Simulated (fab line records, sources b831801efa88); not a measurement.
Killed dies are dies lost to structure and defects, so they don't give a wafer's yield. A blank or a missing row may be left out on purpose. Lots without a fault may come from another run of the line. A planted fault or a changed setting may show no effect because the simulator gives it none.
Which tool did it? | flow sky130 | 15 lots, 45 wafers sampled, at 5 steps of a route of 708

WHAT THE GAUGES READ, wafer by wafer
SKY_CAP2M_THK_MEAS_01. Usual: CAP2M_CVD_00_THK 15.56 nm, standard deviation 0.25.
lot  | measured     | on            | CAP2M_CVD_00_THK (nm) | flag
L331 | day 41 00:31 | film_metro-01 | 15.35 15.32 15.49     |
L332 | day 41 05:31 | film_metro-02 | 15.56 15.58 15.82     |
L333 | day 41 07:06 | film_metro-01 | 15.37 15.96 15.44     |
L334 | day 41 13:46 | film_metro-03 | 15.35 15.87 15.29     |
L335 | day 41 23:10 | film_metro-02 | 15.37 15.37 15.45     |
L337 | day 42 11:37 | film_metro-01 | 15.52 16.02 15.69     |
L339 | day 42 19:42 | film_metro-02 | 15.52 15.17 15.59     |
L340 | day 43 05:37 | film_metro-03 | 15.70 15.43 15.60     |
L343 | day 43 16:11 | film_metro-02 | 15.34 15.37 15.75     |
L351 | day 45 23:55 | film_metro-03 | 15.46 15.15 15.63     |
L353 | day 46 03:07 | film_metro-01 | 15.39 15.72 15.67     |
L352 | day 46 08:23 | film_metro-03 | 15.41 15.43 15.75     |

WHICH TOOL RAN EACH LOT (tool, then ch and the chambers of the sampled wafers, then the start)
lot  | SKY_CAPM_METAL_ETCH_13            | SKY_VIA3_ETCH_15                   | SKY_VIA3_STRIP_16                    | SKY_METAL4_SPUTTER_01
L331 | rie_metal-04 ch 0,1, day 38 19:05 | rie_diel-01 ch 1,3, day 40 22:57   | plasma_asher-02 ch 0,1, day 40 23:01 | pvd_sputter-03, day 41 00:20
L332 | rie_metal-03 ch 0,1, day 39 00:44 | rie_diel-04 ch 0,2,3, day 41 04:01 | plasma_asher-02 ch 0,1, day 41 04:04 | pvd_sputter-03, day 41 05:21
L333 | rie_metal-04 ch 0,1, day 39 01:02 | rie_diel-03 ch 1,2, day 41 05:35   | plasma_asher-02 ch 0,1, day 41 05:39 | pvd_sputter-03, day 41 06:56
L334 | rie_metal-04 ch 0,1, day 39 09:06 | rie_diel-03 ch 0,1,2, day 41 12:12 | plasma_asher-04 ch 0,1, day 41 12:16 | pvd_sputter-03, day 41 13:36
L335 | rie_metal-03 ch 1, day 39 19:48   | rie_diel-01 ch 1,2,3, day 41 21:39 | plasma_asher-04 ch 0,1, day 41 21:43 | pvd_sputter-04, day 41 22:59
L337 | rie_metal-03 ch 0,1, day 40 06:57 | rie_diel-01 ch 0,1,2, day 42 09:51 | plasma_asher-01 ch 0, day 42 09:55   | pvd_sputter-02, day 42 11:26
L339 | rie_metal-04 ch 0,1, day 40 15:08 | rie_diel-01 ch 0,1,3, day 42 18:12 | plasma_asher-02 ch 0,1, day 42 18:16 | pvd_sputter-02, day 42 19:32
L340 | rie_metal-04 ch 0,1, day 41 01:55 | rie_diel-03 ch 0,1, day 43 03:50   | plasma_asher-02 ch 0,1, day 43 03:54 | pvd_sputter-02, day 43 05:28
L343 | rie_metal-03 ch 0,1, day 41 13:16 | rie_diel-03 ch 1,2,3, day 43 14:42 | plasma_asher-02 ch 0,1, day 43 14:46 | pvd_sputter-03, day 43 16:02
L348 | rie_metal-03 ch 0,1, day 42 22:23 | rie_diel-04 ch 1,2,3, day 44 22:59 | plasma_asher-04 ch 0,1, day 44 23:03 | -
L349 | rie_metal-03 ch 0,1, day 43 07:08 | rie_diel-03 ch 0,1,2, day 45 07:25 | plasma_asher-04 ch 0,1, day 45 07:28 | -
L350 | rie_metal-03 ch 0,1, day 43 15:47 | rie_diel-04 ch 0,2,3, day 45 15:01 | plasma_asher-02 ch 0,1, day 45 15:04 | -
L351 | rie_metal-03 ch 0,1, day 44 00:51 | rie_diel-03 ch 1,2,3, day 45 21:54 | plasma_asher-01 ch 0,1, day 45 21:58 | pvd_sputter-02, day 45 23:46
L353 | rie_metal-04 ch 0,1, day 44 03:58 | rie_diel-01 ch 0,3, day 46 01:30   | plasma_asher-02 ch 0,1, day 46 01:34 | pvd_sputter-02, day 46 02:57
L352 | rie_metal-02 ch 0,1, day 44 08:43 | rie_diel-03 ch 0,2,3, day 46 06:37 | plasma_asher-01 ch 0, day 46 06:40   | pvd_sputter-03, day 46 08:13
- SKY_CAPM_METAL_ETCH_13: etches TiN in Cl2/BCl3, stops on SiO2, target depth 220 nm, time 62.9 s.
- SKY_VIA3_ETCH_15: etches SiO2 in C4F8/O2/Ar, stops on TiN, target depth 507 nm, time 78 s.
- SKY_VIA3_STRIP_16: strips in O2/N2.
- SKY_METAL4_SPUTTER_01: material TiN, target thk 20 nm, time 16.7 s.

WHAT THE TOOLS THEMSELVES READ (means of the sampled wafers that have a number; where no wafer has one, the mark that the record gives instead)
SKY_CAPM_METAL_ETCH_13. Usual: bcl3_flow_sccm 30.00 sccm, standard deviation 0.095; bias_w 48.51 W, standard deviation 0.16; drypump_motor_current_A 5.70 A, standard deviation 0.23; oes_product_au 0.967 a.u., standard deviation 0.0077; throttle_valve_pct 21.885 %, standard deviation 0.01.
lot  | tool         | bcl3_flow_sccm (sccm) | bias_w (W) | drypump_motor_current_A (A) | oes_product_au (a.u.) | throttle_valve_pct (%) | flag
L331 | rie_metal-04 | 30.00                 | 48.50      | 5.71                        | 0.961                 | 21.895                 |
L332 | rie_metal-03 | 30.05                 | 48.65      | 5.55                        | 0.963                 | 21.876                 |
L333 | rie_metal-04 | 29.99                 | 48.51      | 5.69                        | 0.972                 | 21.888                 |
L334 | rie_metal-04 | 30.02                 | 48.57      | 5.69                        | 0.961                 | 21.896                 |
L335 | rie_metal-03 | 29.90                 | 48.52      | 5.48                        | 0.961                 | 21.891                 |
L337 | rie_metal-03 | 29.95                 | 48.52      | 5.62                        | 0.979                 | 21.876                 |
L339 | rie_metal-04 | 30.08                 | 48.63      | 5.69                        | 0.966                 | 21.871                 |
L340 | rie_metal-04 | 29.90                 | 48.39      | 5.71                        | 0.972                 | 21.881                 |
L343 | rie_metal-03 | 29.95                 | 48.77      | 5.62                        | 0.966                 | 21.888                 |
L348 | rie_metal-03 | 29.97                 | 48.49      | 5.62                        | 0.964                 | 21.880                 |
L349 | rie_metal-03 | 29.97                 | 48.63      | 5.62                        | 0.970                 | 21.886                 |
L350 | rie_metal-03 | 29.99                 | 48.44      | 5.63                        | 0.956                 | 21.891                 |
L351 | rie_metal-03 | 29.96                 | 48.34      | 5.54                        | 0.967                 | 21.886                 |
L353 | rie_metal-04 | 29.97                 | 48.43      | 5.73                        | 0.973                 | 21.879                 |
L352 | rie_metal-02 | 29.98                 | 48.57      | 6.05                        | 0.968                 | 21.890                 |

SKY_VIA3_ETCH_15. Usual: bias_w 1200 W, standard deviation 3.6; chamber_pressure_mTorr 40.00 mTorr, standard deviation 0.031; oes_product_au 0.947 a.u., standard deviation 0.0049.
lot  | tool        | bias_w (W) | chamber_pressure_mTorr (mTorr) | oes_product_au (a.u.) | flag
L331 | rie_diel-01 | 1201       | 40.00                          | 0.951                 |
L332 | rie_diel-04 | 1198       | 40.00                          | 0.944                 |
L333 | rie_diel-03 | 1197       | 40.01                          | 0.948                 |
L334 | rie_diel-03 | 1199       | 40.04                          | 0.950                 |
L335 | rie_diel-01 | 1200       | 40.00                          | 0.950                 |
L337 | rie_diel-01 | 1200       | 40.03                          | 0.948                 |
L339 | rie_diel-01 | 1197       | 39.99                          | 0.943                 |
L340 | rie_diel-03 | 1198       | 39.99                          | 0.953                 |
L343 | rie_diel-03 | 1196       | 40.01                          | 0.950                 |
L348 | rie_diel-04 | -          | -                              | -                     | OFF
L349 | rie_diel-03 | -          | -                              | -                     | OFF
L350 | rie_diel-04 | -          | -                              | -                     | OFF
L351 | rie_diel-03 | 1202       | 39.96                          | 0.946                 |
L353 | rie_diel-01 | 1199       | 39.97                          | 0.949                 |
L352 | rie_diel-03 | 1203       | 39.98                          | 0.945                 |

SKY_VIA3_STRIP_16. Usual: drypump_motor_current_A 5.7 A, standard deviation 0.43; oes_product_au 0.402 a.u., standard deviation 0.005; strip_time_to_endpoint_s 4.137 s, standard deviation 0.025.
lot  | tool            | drypump_motor_current_A (A) | oes_product_au (a.u.) | strip_time_to_endpoint_s (s) | flag
L331 | plasma_asher-02 | 5.5                         | 0.401                 | 4.146                        |
L332 | plasma_asher-02 | 5.3                         | 0.401                 | 4.142                        |
L333 | plasma_asher-02 | 5.5                         | 0.402                 | 4.154                        |
L334 | plasma_asher-04 | 6.1                         | 0.396                 | 4.139                        |
L335 | plasma_asher-04 | 6.1                         | 0.401                 | 4.167                        |
L337 | plasma_asher-01 | 5.2                         | 0.394                 | 4.154                        |
L339 | plasma_asher-02 | 5.3                         | 0.402                 | 4.113                        |
L340 | plasma_asher-02 | 5.5                         | 0.402                 | 4.117                        |
L343 | plasma_asher-02 | 5.3                         | 0.402                 | 4.136                        |
L348 | plasma_asher-04 | 6.1                         | 0.447                 | 5.221                        | OFF
L349 | plasma_asher-04 | 6.2                         | 0.447                 | 5.198                        | OFF
L350 | plasma_asher-02 | 5.5                         | 0.449                 | 5.207                        | OFF
L351 | plasma_asher-01 | 5.4                         | 0.401                 | 4.097                        |
L353 | plasma_asher-02 | 5.3                         | 0.400                 | 4.125                        |
L352 | plasma_asher-01 | 5.2                         | 0.402                 | 4.129                        |

SKY_METAL4_SPUTTER_01. Usual: throttle_valve_pct 30.4 %, standard deviation 0.93.
lot  | tool           | throttle_valve_pct (%) | flag
L331 | pvd_sputter-03 | 30.0                   |
L332 | pvd_sputter-03 | 31.1                   |
L333 | pvd_sputter-03 | 30.2                   |
L334 | pvd_sputter-03 | 30.2                   |
L335 | pvd_sputter-04 | 29.8                   |
L337 | pvd_sputter-02 | 29.6                   |
L339 | pvd_sputter-02 | 30.6                   |
L340 | pvd_sputter-02 | 30.1                   |
L343 | pvd_sputter-03 | 30.2                   |
L351 | pvd_sputter-02 | 30.2                   |
L353 | pvd_sputter-02 | 29.7                   |
L352 | pvd_sputter-03 | 30.9                   |

THE ANSWER, worked out from the rows above alone
Rule: a lot is off if the mean of its wafers that have a number lies more than 3 standard deviations from the usual mean. A lot without any number at a reading at which 4 lots or more have one is off too. The other lots that the step has rows for count as sound. The gauges are gone through in route order, then the tools' own readings, and for those a lot's mean is taken as printed above. The first step at which some lot is off is used, and at that step the reading that is off furthest; a lot without a number counts as furthest.
Off: L348, L349, L350, at SKY_VIA3_ETCH_15 (bias_w). Without a number there: L348, L349, L350.
A tool fits if, at that step or a process step before it, it ran every lot that is off, and no sound lot after the first of them. None of those tried fits.

WHAT THE SIMULATOR HAD PUT IN
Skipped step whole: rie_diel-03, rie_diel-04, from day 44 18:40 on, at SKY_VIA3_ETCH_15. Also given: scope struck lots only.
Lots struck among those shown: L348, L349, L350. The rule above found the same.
